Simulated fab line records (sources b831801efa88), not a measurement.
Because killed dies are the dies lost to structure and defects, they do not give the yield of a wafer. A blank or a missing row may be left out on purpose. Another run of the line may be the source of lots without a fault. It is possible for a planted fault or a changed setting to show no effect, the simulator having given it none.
A struck lot beside a sound one ; flow gf180mcu ; 18 out of 602 route steps
Sound: the wafers L970.2, L970.4, L970.6. Struck: wafers L964.1, L964.6 (left out: L964.3, a lot-mate that was not struck); the cause follows at the end.
For every step that has rows: the tool of each side, followed by ch and its chambers, followed by its first start. Under that, the readings that differ: sound wafers ; struck wafers ; difference of the means ; sigmas: that difference in standard deviations of wafers without a fault.
alike: readings whose means differ by less than 2 such deviations, and words and numbers that are the same on both sides. not compared: withheld readings, readings that some wafer has no value for, bounds like >300 that may hide the same value, and numbers for which the record gives no deviation and whose values overlap.
The two part at a step that has a row with sigmas, a row that says differs or no value, or rows on one side only. Non-overlapping numbers with no deviation appear without sigmas and do not part them. A reading that every wafer of one side lacks parts them only if that side has two wafers or more.

GF_PSD_STRIP_10: strips in O2/N2.
  sound on plasma_asher-02 ch 0,1, day 20 20:01; struck on plasma_asher-03 ch 0, day 17 23:08
  alike: drypump_motor_current_A, heater_power_w, oes_product_au, strip_time_to_endpoint_s
  not compared: rf_hours_counter_h
GF_PSD_TW_MEAS_11:
  sound on film_metro-02, day 20 20:08; struck on film_metro-04, day 17 23:14
reading;sound;struck;difference;sigmas
PSD_TW;3223 3221 3219;3125 3141;-88;-3
then, 1 step without rows for these wafers: GF_PSD_CLEAN_12 (cleans in SC1/SC2, time 150 s).
GF_PSD_RTA_13: time 20 s.
  sound on rtp_anneal-01 ch 0, day 20 20:15; struck on rtp_anneal-02 ch 0, day 17 23:21
  alike: chamber_o2_ppm, lamp_power_pct, wafer_temp_C_max
GF_PSD_RS_MEAS_14: the measuring method here is four-point-probe.
  sound on film_metro-02, day 20 20:20; struck on film_metro-04, day 17 23:26
reading;sound;struck;difference;sigmas
NSD_RS (ohm/sq);45.95 46.01 45.92;46.39 46.26;+0.37;+3
GF_PSD_RS_MEAS_15: the measuring method here is four-point-probe.
  sound on film_metro-02, day 20 20:28; struck on film_metro-04, day 17 23:33
reading;sound;struck;difference;sigmas
PSD_RS (ohm/sq);108.39 108.26 107.80;109.19 108.94;+0.91;+3
GF_SAB_CVD_00: deposits SiO2 from TEOS, target thk 50 nm, time 4.9302 s.
  sound on pecvd-02 ch 0,1,2, day 20 20:34; struck on pecvd-02 ch 1, day 17 23:40
  alike: heater_power_w, susceptor_temp_C
GF_SAB_THK_MEAS_01:
  sound on film_metro-01, day 20 20:35; struck on film_metro-02, day 17 23:41
  alike: SAB_CVD_00_THK
then, 4 steps without rows for these wafers: GF_SAB_DEHYDRATE_02 (time 60 s); GF_SAB_HMDS_03 (prime time 60 s); GF_SAB_COAT_04 (resist thk 1000 nm); GF_SAB_SOFTBAKE_05 (time 60 s).
GF_SAB_EXPOSE_06: exposes mask SAB, target cd 420 nm.
  sound on iline_stepper-02 ch 0, day 21 08:25; struck on iline_stepper-02 ch 0, day 18 11:45
  alike: mask, exposure_dose_mJ_cm2, stage_vel_mm_s
then, 2 steps without rows for these wafers: GF_SAB_PEB_07; GF_SAB_DEVELOP_08 (develop time 60 s).
GF_SAB_CD_MEAS_09: target cd 420 nm.
  sound on cd_sem-01, day 21 20:01; struck on cd_sem-02, day 18 23:47
reading;sound;struck;difference;sigmas
cd_nm (nm);417.4 414.9 415.8;421.5 424.3;+6.9;+3
GF_SAB_OVL_MEAS_10:
  sound on overlay-01, day 21 20:07; struck on overlay-01, day 18 23:54
reading;sound;struck;difference;sigmas
SAB_OVL (nm);-0.2 -2.5 -1.9;-7.5 -6.0;-5.2;-4
GF_SAB_ETCH_11: etches SiO2 in C4F8/O2/Ar, target depth 55 nm, time 8.5 s.
  sound on rie_diel-04 ch 0,3, day 21 20:09; struck on rie_diel-03 ch 0,3, day 18 23:56
  alike: oes_product_au
  not compared: rf_hours_counter_h

WHERE THEY PART
Earliest at GF_PSD_TW_MEAS_11; latest, in this record, at GF_SAB_OVL_MEAS_10. Later steps at which nothing parts them and some readings are alike: GF_SAB_ETCH_11.

WHY: whatever the simulator had introduced
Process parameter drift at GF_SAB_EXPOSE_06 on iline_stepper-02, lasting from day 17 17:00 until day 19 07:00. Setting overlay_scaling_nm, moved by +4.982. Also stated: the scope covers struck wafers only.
